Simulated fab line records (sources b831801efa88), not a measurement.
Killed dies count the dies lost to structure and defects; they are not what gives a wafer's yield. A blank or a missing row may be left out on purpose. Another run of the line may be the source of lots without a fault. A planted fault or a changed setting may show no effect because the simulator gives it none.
Matching of chambers | flow gf180mcu | GF_V1_CMP_04 on cmp-01: 4 sister chambers
The step polishes SiO2. 16 wafers are shown with their chamber, then 8 later ones without.

## WAFERS PAIRED WITH THEIR CHAMBERS
wafer  | chamber | motor-current-A (A) | time-to-endpoint-s (s)
L662.1 | 0       | 11.7                | 88
L662.4 | 2       | 12.0                | 94
L662.6 | 1       | 10.9                | 97
L663.1 | 1       | 11.0                | 85
L663.2 | 3       | 12.2                | 77
L663.6 | 3       | 13.6                | 80
L664.2 | 1       | 11.5                | 81
L664.3 | 3       | 12.6                | 81
L664.6 | 2       | 12.1                | 92
L670.4 | 0       | 11.9                | 85
L670.5 | 1       | 11.5                | 94
L670.6 | 2       | 12.0                | 95
L674.2 | 1       | 11.5                | 78
L674.4 | 0       | 11.6                | 81
L674.5 | 3       | 12.2                | 80
L676.3 | 1       | 11.6                | 80

SIGNATURES (means of the wafers above)
reading            | chamber 0 | chamber 1 | chamber 2 | chamber 3 | scatter within a chamber
motor-current-A    | 11.733    | 11.333    | 12.033    | 12.650    | 0.389
time-to-endpoint-s | 84.67     | 85.83     | 93.67     | 79.50     | 5.39
Rule: distance of a wafer from a chamber = root of the sum over the readings of ((wafer's reading minus chamber's mean) / reading's scatter) squared. The wafer belongs to the nearest chamber; if the next one is less than 2 further off, it can't be placed. The scatter: take each reading less its chamber's mean, square it, sum over the shown wafers, divide by the number of wafers less the number of chambers, and take the root.

## WAFERS WITHOUT THEIR CHAMBER
wafer  | motor-current-A (A) | time-to-endpoint-s (s)
L676.5 | 12.6                | 87
L676.6 | 12.9                | 89
L678.4 | 11.7                | 93
L678.5 | 12.1                | 92
L678.6 | 12.8                | 89
L680.3 | 11.4                | 85
L680.4 | 12.3                | 95
L680.5 | 12.6                | 95

## CHAMBER TAKEN BY EACH
wafer  | from the rows above               | in truth
L676.5 | can't be placed: 3 or 2 or 0 or 1 | 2
L676.6 | can't be placed: 3 or 2 or 0      | 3
L678.4 | can't be placed: 2 or 0 or 1      | 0
L678.5 | can't be placed: 2 or 0 or 1      | 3
L678.6 | can't be placed: 3 or 2 or 0      | 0
L680.3 | can't be placed: 1 or 0           | 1
L680.4 | can't be placed: 2 or 0           | 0
L680.5 | can't be placed: 2 or 3 or 0      | 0
0 of 8 placed correctly. Can't be placed from these rows: 8 (the true chamber is among the candidates in 7). 0 placed wrongly.
